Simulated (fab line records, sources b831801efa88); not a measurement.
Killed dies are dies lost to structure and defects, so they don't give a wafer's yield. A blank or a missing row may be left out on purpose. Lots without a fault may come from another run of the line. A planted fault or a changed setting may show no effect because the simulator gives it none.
fab line records | flow sky130
record lots=7 wafers=21 last_day=50
route steps=708 shown POLY_CUT@307 PAD_OPEN@708
lots that met no fault: from a run of the same line without faults
start_h: hours from the record's first day to the start of the lot's first wafer shown | wait_h: hours since the lot's step before | " the same as in the row above | L1.1+2: a row that stands for several wafers | - no value, or no start given | * or withheld: withheld | < > ~ a bound
route shown NAME@n: a module of which the file shows steps, and the number in the route of the first | usual: mean/standard deviation of fault-free wafers | same: alike in all rows | chamber/n: place in a boat | sites: the reading at each site | _std_site: their standard deviation | _edge_site: outer sites' mean less inner sites' | radius_mm: how far each site lies from the wafer's centre | mask NAME#n: copy n | behind: the tool/chamber that last shaped the wafer | hold: why the lot was held/for how many hours/how that ended | device: the transistor (n, p or np) that didn't switch | end of line: the same wafers' tests at the end of the route | a step without rows: its recipe alone | killed: dies lost to structure and defects at the first sort, not the wafer's yield | map: a wafer's dies, x killed, . not, _ none there
set.NAME: the setting as run; set.NAME@STEP: as run at that earlier step | model.NAME: the simulator's own value behind a step, which no gauge read
lots at some steps of the route; a table a step, a row a wafer
services: from which hour (start_h, from the record's first day; less than 0 if before it) a tool's chamber was out of use, for how many hours, and why
## steps
# step SKY_POLY_CUT_DEHYDRATE_00
# recipe temp_c=200 time_s=60
# step SKY_POLY_CUT_HMDS_01
# recipe prime_time_s=60 prime_temp_c=120
# step SKY_POLY_CUT_COAT_02
# recipe resist=BARC temp_c=withheld time_s=withheld spin_rpm=3000 resist_thk_nm=60
# step SKY_POLY_CUT_COAT_03
# recipe resist=KrF-thick spin_rpm=3000 resist_thk_nm=450
# step SKY_POLY_CUT_SOFTBAKE_04
# recipe temp_c=100 time_s=90 resist=KrF-thick
# step SKY_POLY_CUT_EXPOSE_05
# recipe mask_id=NPCM na=0.8 source_shape=annular sigma_inner=0.55 sigma_outer=0.85 target_cd_nm=270 dose_mj=32
# step SKY_POLY_CUT_PEB_06
# recipe peb_temp_c=withheld peb_time_s=withheld resist=KrF-thick
# step SKY_POLY_CUT_DEVELOP_07
# recipe develop_time_s=60 resist=KrF-thick dev_temp_c=21
# step SKY_POLY_CUT_CD_MEAS_08
# recipe target_cd_nm=270
# usual cd_nm=270.0/1.4
# columns lot.wafer tool chamber start_h wait_h cd_nm
L140.1 cd_sem-02 - 619.36 - 272.4
L140.3 " - " " 271.3
L140.6 " - " " 272.3
L139.1 cd_sem-01 - 620.81 - 269.7
L139.2 " - " " 269.5
L139.6 " - " " 269.4
L141.1 cd_sem-02 - 630.11 - 268.3
L141.2 " - " " 269.0
L141.5 " - " " 270.2
L142.3 cd_sem-02 - 637.88 - 269.5
L142.4 " - " " 268.5
L142.5 " - " " 268.1
L144.1 cd_sem-02 - 651.14 - 269.7
L144.2 " - " " 269.3
L144.3 " - " " 269.3
L155.2 cd_sem-01 - 727.08 - 269.2
L155.5 " - " " 268.2
L155.6 " - " " 268.2
L156.4 cd_sem-02 - 739.97 - 273.3
L156.5 " - " " 271.3
L156.6 " - " " 270.7
# step SKY_POLY_CUT_OVL_MEAS_09
# usual POLY_CUT_OVL=-3/5.5
# columns lot.wafer tool chamber start_h wait_h POLY_CUT_OVL[nm]
L140.1 overlay-01 - 619.48 0.1 -4
L140.3 " - " " -3
L140.6 " - " " 1
L139.1 overlay-01 - 620.93 0.1 -2
L139.2 " - " " 1
L139.6 " - " " -1
L141.1 overlay-01 - 630.23 0.1 -2
L141.2 " - " " 0
L141.5 " - " " 0
L142.3 overlay-01 - 637.97 0.1 3
L142.4 " - " " 0
L142.5 " - " " -1
L144.1 overlay-02 - 651.26 0.1 -1
L144.2 " - " " 6
L144.3 " - " " 4
L155.2 overlay-02 - 727.19 0.1 -13
L155.5 " - " " -16
L155.6 " - " " -6
L156.4 overlay-01 - 740.05 0.1 2
L156.5 " - " " -3
L156.6 " - " " 2
# step SKY_POLY_CUT_ETCH_10
# recipe chemistry=N2/H2 target=BARC ion_energy_ev=200 source_w=500 bias_w=100 pressure_mtorr=30 n2_flow_sccm=100 h2_flow_sccm=200 stop_on=SiO2 time_s=45.9 target_depth_a=600
# usual drypump_motor_current_A=5.6/0.48 oes_product_au=0.855/0.0047 throttle_valve_pct=13.225/0.0089
# same time_s=45.9
# columns lot.wafer tool chamber start_h wait_h drypump_motor_current_A oes_product_au rf_hours_counter_h throttle_valve_pct
L140.1 rie_diel-01 0 619.52 0.0 5.7 0.857 19 13.225
L140.3 " 1 " " 6.3 0.853 4 13.239
L140.6 " 2 " " 5.6 0.864 - 13.217
L139.1 rie_diel-02 1 620.97 0.0 6.2 0.857 2 13.238
L139.2 " 0 " " 6.0 0.856 63 13.229
L139.6 " 2 " " 5.8 0.855 - 13.221
L141.1 rie_diel-04 2 630.27 0.0 4.8 0.852 6 13.205
L141.2 " 3 " " 5.8 0.861 20 13.221
L141.5 " 1 " " 4.9 0.857 - 13.234
L142.3 rie_diel-04 1 637.99 0.0 4.9 0.855 12 13.239
L142.4 " 3 " " 5.8 0.847 20 13.222
L142.5 " 1 " " 4.9 0.857 - 13.226
L144.1 rie_diel-01 1 651.29 0.0 6.3 0.850 4 13.239
L144.2 " 2 " " 5.6 0.867 1 13.231
L144.3 " 0 " " 5.6 0.852 19 13.222
L155.2 rie_diel-02 3 727.22 0.0 5.5 0.849 39 13.230
L155.5 " 1 " " 6.2 0.861 - 13.240
L155.6 " 0 " " 6.0 0.839 - 13.225
L156.4 rie_diel-02 3 740.09 0.0 5.4 0.857 - 13.226
L156.5 " 0 " " 6.0 0.859 - 13.234
L156.6 " 1 " " 6.1 0.854 - 13.229
# step SKY_POLY_CUT_ETCH_11
# recipe target=Si3N4 chemistry=CF4/CH2F2/Ar stop_on=poly-Si source_w=600 bias_w=150 pressure_mtorr=40 cf4_flow_sccm=40 ch2f2_flow_sccm=20 Ar_flow_sccm=150 time_s=42.5 target_depth_a=600
# usual drypump_motor_current_A=5.6/0.48 oes_product_au=0.830/0.006 throttle_valve_pct=14.994/0.0085
# same time_s=42.5
# columns lot.wafer tool chamber start_h wait_h drypump_motor_current_A oes_product_au rf_hours_counter_h throttle_valve_pct
L140.1 rie_diel-01 0 619.56 0.0 5.7 0.839 19 14.998
L140.3 " 1 " " 6.3 0.830 4 14.996
L140.6 " 2 " " 5.6 0.839 - 14.986
L139.1 rie_diel-02 1 621.01 0.0 6.2 0.838 2 14.999
L139.2 " 0 " " 6.1 0.834 63 14.994
L139.6 " 2 " " 5.8 0.838 - 14.982
L141.1 rie_diel-04 2 630.31 0.0 4.8 0.824 6 14.999
L141.2 " 3 " " 5.7 0.827 20 15.001
L141.5 " 1 " " 4.9 0.831 - 14.969
L142.3 rie_diel-04 1 638.04 0.0 4.9 0.832 12 14.986
L142.4 " 3 " " 5.8 0.835 20 14.996
L142.5 " 1 " " 4.9 0.830 - 15.002
L144.1 rie_diel-01 1 651.33 0.0 6.3 0.820 4 14.997
L144.2 " 2 " " 5.5 0.827 1 14.999
L144.3 " 0 " " 5.6 0.826 19 14.997
L155.2 rie_diel-02 3 727.26 0.0 5.5 0.830 39 14.990
L155.5 " 1 " " 6.2 0.833 - 14.989
L155.6 " 0 " " 6.0 0.830 - 14.976
L156.4 rie_diel-02 3 740.13 0.0 5.5 0.819 - 14.980
L156.5 " 0 " " 6.0 0.825 - 15.007
L156.6 " 1 " " 6.1 0.836 - 14.981
# step SKY_POLY_CUT_STRIP_12
# recipe chemistry=O2/N2 power_w=1400 pressure_mtorr=1500 platen_temp_c=withheld o2_flow_sccm=3000 n2_flow_sccm=300 overash_fraction=0.5
# usual chamber_pressure_mTorr=1500.1/1.5 drypump_motor_current_A=5.94/0.16 oes_product_au=0.452/0.0043 overash_fraction=0.5/0 strip_time_to_endpoint_s=5.360/0.017
# columns lot.wafer tool chamber start_h wait_h chamber_pressure_mTorr drypump_motor_current_A oes_product_au overash_fraction rf_hours_counter_h strip_time_to_endpoint_s model.KrF-thick_of_POLY_CUT_COAT_03.thk_nm
L140.1 plasma_asher-01 1 619.60 0.0 1500.8 5.74 0.453 0.5 19 5.371 0
L140.3 " 1 " " 1498.8 5.73 0.443 0.5 - 5.378 0
L140.6 " 0 " " 1499.5 5.73 0.455 0.5 - 5.382 0
L139.1 plasma_asher-01 0 621.05 0.0 - - - - - - 409.9
L139.2 " 1 " " - - - - - - 409.8
L139.6 " 1 " " - - - - - - 409.5
L141.1 plasma_asher-03 1 630.35 0.0 - - - - - - 409.5
L141.2 " 0 " " - - - - - - 408.8
L141.5 " 1 " " - - - - - - 409
L142.3 plasma_asher-04 1 638.11 0.1 - - - - - - 406.7
L142.4 " 0 " " - - - - - - 408.2
L142.5 " 0 " " - - - - - - 407.9
L144.1 plasma_asher-03 0 651.38 0.0 1499.2 6.15 0.450 0.5 50 5.347 0
L144.2 " 1 " " 1500.7 5.96 0.451 0.5 50 5.343 0
L144.3 " 0 " " 1499.3 6.19 0.456 0.5 - 5.386 0
L155.2 plasma_asher-01 1 727.30 0.0 1498.6 5.76 0.459 0.5 30 5.364 0
L155.5 " 0 " " 1502.2 5.72 0.454 0.5 - 5.368 0
L155.6 " 1 " " 1502.0 5.76 0.445 0.5 - 5.362 0
L156.4 plasma_asher-01 0 740.19 0.0 1501.0 5.72 0.455 0.5 - 5.344 0
L156.5 " 0 " " 1501.3 5.71 0.454 0.5 - 5.363 0
L156.6 " 1 " " 1501.7 5.75 0.455 0.5 - 5.373 0
# step SKY_PAD_OPEN_PROBE_99
# usual killed_at_M0_to_M3=43/7.6 killed_at_M4_up=2.8/1.9 killed_at_contacts=24/4.7 killed_at_front_end=16/4.4 killed_at_other=0.2/0.4 killed_dies=86/9.9 killed_on_rim=17/3.9 killed_open=47/8.2 killed_short=39/6.3
# same gross_dies=492 killed_at_back_side=0
# columns lot.wafer tool chamber start_h wait_h killed_at_M0_to_M3 killed_at_M4_up killed_at_contacts killed_at_front_end killed_at_other killed_dies killed_on_rim killed_open killed_short
L139.1 prober-02 - 1121.15 0.1 48 3 19 422 0 492 96 42 32
L139.2 prober-02 - 1121.20 0.1 35 4 28 425 0 492 96 42 33
L139.6 prober-02 - 1121.40 0.2 43 3 27 419 0 492 96 44 45
L141.1 prober-01 - 1125.23 0.1 37 1 21 433 0 492 96 38 34
L141.2 prober-01 - 1125.28 0.1 44 1 23 424 0 492 96 44 33
L141.5 prober-01 - 1125.43 0.2 47 3 17 425 0 492 96 46 42
L142.3 prober-02 - 1132.16 0.2 44 4 25 419 0 492 96 53 38
L142.4 prober-02 - 1132.21 0.2 36 6 25 425 0 492 96 38 46
L142.5 prober-02 - 1132.26 0.2 38 6 23 424 1 492 96 36 45
# killed by level:class
L139.1 SD_P:area_strip=418 CONTACT:geometric_particle:open=10 VIA1:geometric_particle:open=9 VIA2:geometric_particle:open=7 METAL2:geometric_particle:short=6 METAL1:geometric_particle:short=6 VIA1:geometric_particle:short=5 LI_CONTACT:geometric_particle:open=4
L139.2 SD_P:area_strip=417 LI_CONTACT:geometric_particle:open=10 CONTACT:geometric_particle:short=6 VIA2:geometric_particle:open=6 CONTACT:geometric_particle:open=5 VIA1:geometric_particle:open=5 METAL1:geometric_particle:short=4 METAL2:geometric_particle:short=4
L139.6 SD_P:area_strip=403 CONTACT:geometric_particle:open=9 METAL1:geometric_particle:short=8 VIA1:geometric_particle:open=8 VIA2:geometric_particle:open=8 LI_CONTACT:geometric_particle:open=6 CONTACT:geometric_particle:short=6 FIELD_ISO:geometric_particle:short=5
L141.1 SD_P:area_strip=420 CONTACT:geometric_particle:open=9 METAL2:geometric_particle:short=8 VIA2:geometric_particle:open=7 VIA1:geometric_particle:open=5 FIELD_ISO:geometric_particle:open=4 FIELD_ISO:geometric_particle:short=4 LOCAL_INTERCONNECT:geometric_particle:short=4
L141.2 SD_P:area_strip=415 VIA3:geometric_particle:open=11 VIA1:geometric_particle:open=9 CONTACT:geometric_particle:open=8 LI_CONTACT:geometric_particle:open=7 METAL1:geometric_particle:short=7 CONTACT:geometric_particle:short=5 VIA1:geometric_particle:short=4
L141.5 SD_P:area_strip=404 VIA1:geometric_particle:open=10 VIA2:geometric_particle:open=9 METAL2:geometric_particle:short=8 CONTACT:geometric_particle:short=6 CONTACT:geometric_particle:open=6 FIELD_ISO:geometric_particle:open=5 VIA1:geometric_particle:short=4
L142.3 SD_P:area_strip=401 VIA1:geometric_particle:open=11 CONTACT:geometric_particle:open=8 METAL2:geometric_particle:short=8 LI_CONTACT:geometric_particle:open=7 METAL1:geometric_particle:short=6 POLY_GATE:geometric_particle:open=5 METAL1:geometric_particle:open=4
L142.4 SD_P:area_strip=408 LI_CONTACT:geometric_particle:open=10 METAL1:geometric_particle:short=9 VIA1:geometric_particle:open=7 LOCAL_INTERCONNECT:geometric_particle:short=6 CONTACT:geometric_particle:open=6 METAL4:geometric_particle:short=6 POLY_GATE:geometric_particle:short=5
L142.5 SD_P:area_strip=411 LOCAL_INTERCONNECT:geometric_particle:short=8 METAL1:geometric_particle:short=7 VIA1:geometric_particle:open=7 METAL2:geometric_particle:short=6 CONTACT:geometric_particle:open=5 VIA2:geometric_particle:short=5 FIELD_ISO:geometric_particle:short=4
# map L139.1 (x killed, . not)
__________xxxxxxxxxx_________
________xxxxxxxxxxxxxx_______
______xxxxxxxxxxxxxxxxxx_____
_____xxxxxxxxxxxxxxxxxxxx____
____xxxxxxxxxxxxxxxxxxxxxx___
___xxxxxxxxxxxxxxxxxxxxxxxx__
__xxxxxxxxxxxxxxxxxxxxxxxxxx_
_xxxxxxxxxxxxxxxxxxxxxxxxxxxx
_xxxxxxxxxxxxxxxxxxxxxxxxxxxx
_xxxxxxxxxxxxxxxxxxxxxxxxxxxx
_xxxxxxxxxxxxxxxxxxxxxxxxxxxx
_xxxxxxxxxxxxxxxxxxxxxxxxxxxx
_xxxxxxxxxxxxxxxxxxxxxxxxxxxx
_xxxxxxxxxxxxxxxxxxxxxxxxxxxx
_xxxxxxxxxxxxxxxxxxxxxxxxxxxx
__xxxxxxxxxxxxxxxxxxxxxxxxxx_
___xxxxxxxxxxxxxxxxxxxxxxxx__
____xxxxxxxxxxxxxxxxxxxxxx___
_____xxxxxxxxxxxxxxxxxxxx____
______xxxxxxxxxxxxxxxxxx_____
________xxxxxxxxxxxxxx_______
__________xxxxxxxxxx_________
# map L141.1 (x killed, . not)
__________xxxxxxxxxx_________
________xxxxxxxxxxxxxx_______
______xxxxxxxxxxxxxxxxxx_____
_____xxxxxxxxxxxxxxxxxxxx____
____xxxxxxxxxxxxxxxxxxxxxx___
___xxxxxxxxxxxxxxxxxxxxxxxx__
__xxxxxxxxxxxxxxxxxxxxxxxxxx_
_xxxxxxxxxxxxxxxxxxxxxxxxxxxx
_xxxxxxxxxxxxxxxxxxxxxxxxxxxx
_xxxxxxxxxxxxxxxxxxxxxxxxxxxx
_xxxxxxxxxxxxxxxxxxxxxxxxxxxx
_xxxxxxxxxxxxxxxxxxxxxxxxxxxx
_xxxxxxxxxxxxxxxxxxxxxxxxxxxx
_xxxxxxxxxxxxxxxxxxxxxxxxxxxx
_xxxxxxxxxxxxxxxxxxxxxxxxxxxx
__xxxxxxxxxxxxxxxxxxxxxxxxxx_
___xxxxxxxxxxxxxxxxxxxxxxxx__
____xxxxxxxxxxxxxxxxxxxxxx___
_____xxxxxxxxxxxxxxxxxxxx____
______xxxxxxxxxxxxxxxxxx_____
________xxxxxxxxxxxxxx_______
__________xxxxxxxxxx_________
## services
# columns tool chamber start_h hours kind
rie_diel-01 1 603.09 8.5 repair
rie_diel-01 3 618.38 1.3 repair
plasma_asher-04 - 633.38 4.5 repair
plasma_asher-01 - 645.14 2.8 pm
rie_diel-01 3 649.66 4.7 repair
rie_diel-02 0 654.21 - clean
rie_diel-02 0 654.21 14.2 scheduled_down
rie_diel-02 0 654.21 14.2 vent_cycle
plasma_asher-04 - 683.46 4.0 pm
rie_diel-02 2 699.89 67.7 repair
plasma_asher-01 - 700.02 7.3 repair
plasma_asher-03 - 737.53 1.7 repair
## key
first_sign step=SKY_POLY_CUT_STRIP_12 reading=tool_record direction=missing
effect step=SKY_PAD_OPEN_PROBE_99 reading=killed_at_front_end direction=up sigmas=93 usual=16 struck=424
model_effect step=SKY_POLY_CUT_STRIP_12 value=KrF-thick_of_POLY_CUT_COAT_03.thk_nm without=0 struck=408.8
more_kills_born_at SKY_POLY_CUT_STRIP_12@plasma_asher-03=1239 SKY_POLY_CUT_STRIP_12@plasma_asher-01=1238 SKY_POLY_CUT_STRIP_12@plasma_asher-04=1220
met_at SKY_POLY_CUT_STRIP_12
struck_wafers L139.1,L139.2,L139.6,L141.1,L141.2,L141.5,L142.3,L142.4,L142.5
later_rows_left_out L139.1,L139.2,L139.6,L141.1,L141.2,L141.5,L142.3,L142.4,L142.5
tester_left_out L139,L141,L142
onset_between 619.60 621.05
fault kind=skipped_step_whole tool=plasma_asher-01,plasma_asher-03,plasma_asher-04 chamber=- onset_h=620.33 steps=SKY_POLY_CUT_STRIP_12 scope=struck_lots_only
# tester_left_out: of these lots the tester's yield and bins aren't shown, on N5 and GAA mostly nor the transistor test; their killed dies are dies lost to structure and defects alone, not to doping, threshold or leakage, so they don't give the yield
# later_rows_left_out: the simulator's readings of these wafers behind a module that went badly wrong aren't trusted and aren't shown, but for the sort
